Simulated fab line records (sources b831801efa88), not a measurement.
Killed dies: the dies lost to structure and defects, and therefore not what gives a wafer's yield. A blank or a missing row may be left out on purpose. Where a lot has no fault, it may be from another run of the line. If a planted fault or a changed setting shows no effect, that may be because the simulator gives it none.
Matching of chambers :: flow gf180mcu :: cmp-01 running GF_CONTACT_CMP_27: 3 sister chambers
The step polishes, stops on SiO2, t overpolish 15 s, target thk 0 nm. 6 wafers are shown with their chamber, then 6 later ones without.

## WAFERS PAIRED WITH THEIR CHAMBERS
wafer: L490.1
chamber: 2
timeToEndpointS (s): 72
motorCurrentA (A): 13.0

wafer: L497.3
chamber: 2
timeToEndpointS (s): 72
motorCurrentA (A): 12.6

wafer: L502.3
chamber: 1
timeToEndpointS (s): 66
motorCurrentA (A): 12.5

wafer: L502.6
chamber: 3
timeToEndpointS (s): 74
motorCurrentA (A): 11.8

wafer: L503.2
chamber: 1
timeToEndpointS (s): 67
motorCurrentA (A): 12.2

wafer: L503.3
chamber: 3
timeToEndpointS (s): 72
motorCurrentA (A): 12.5

## WAFERS WITH NO CHAMBER GIVEN
wafer: L503.5
timeToEndpointS (s): 70
motorCurrentA (A): 12.8

wafer: L504.3
timeToEndpointS (s): 71
motorCurrentA (A): 12.5

wafer: L504.4
timeToEndpointS (s): 72
motorCurrentA (A): 12.7

wafer: L505.2
timeToEndpointS (s): 70
motorCurrentA (A): 12.8

wafer: L505.4
timeToEndpointS (s): 74
motorCurrentA (A): 12.6

wafer: L505.6
timeToEndpointS (s): 77
motorCurrentA (A): 12.1

## THE CHAMBER EACH PASSED THROUGH
wafer: L503.5
from the rows above: can't be placed: 2 or 3 or 1
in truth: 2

wafer: L504.3
from the rows above: can't be placed: 2 or 3
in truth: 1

wafer: L504.4
from the rows above: can't be placed: 2 or 3
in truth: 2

wafer: L505.2
from the rows above: can't be placed: 2 or 3 or 1
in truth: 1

wafer: L505.4
from the rows above: can't be placed: 3 or 2
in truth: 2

wafer: L505.6
from the rows above: can't be placed: 3 or 2
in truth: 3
Placed correctly: 0 of 6. These rows do not allow placing 6 (true chamber among the candidates in 5). Wrongly placed: 0.
How it was worked out, from the rows above alone: a wafer's distance from a chamber is the root of the sum, over the readings, of the square of ((its reading less the chamber's mean) divided by the reading's scatter). The wafer belongs to the nearest chamber; if the next one is less than 2 further off, it can't be placed. The mean given for a chamber averages the wafers shown for that chamber. The scatter: take each reading less its chamber's mean, square it, sum over the shown wafers, divide by the number of wafers less the number of chambers, and take the root.
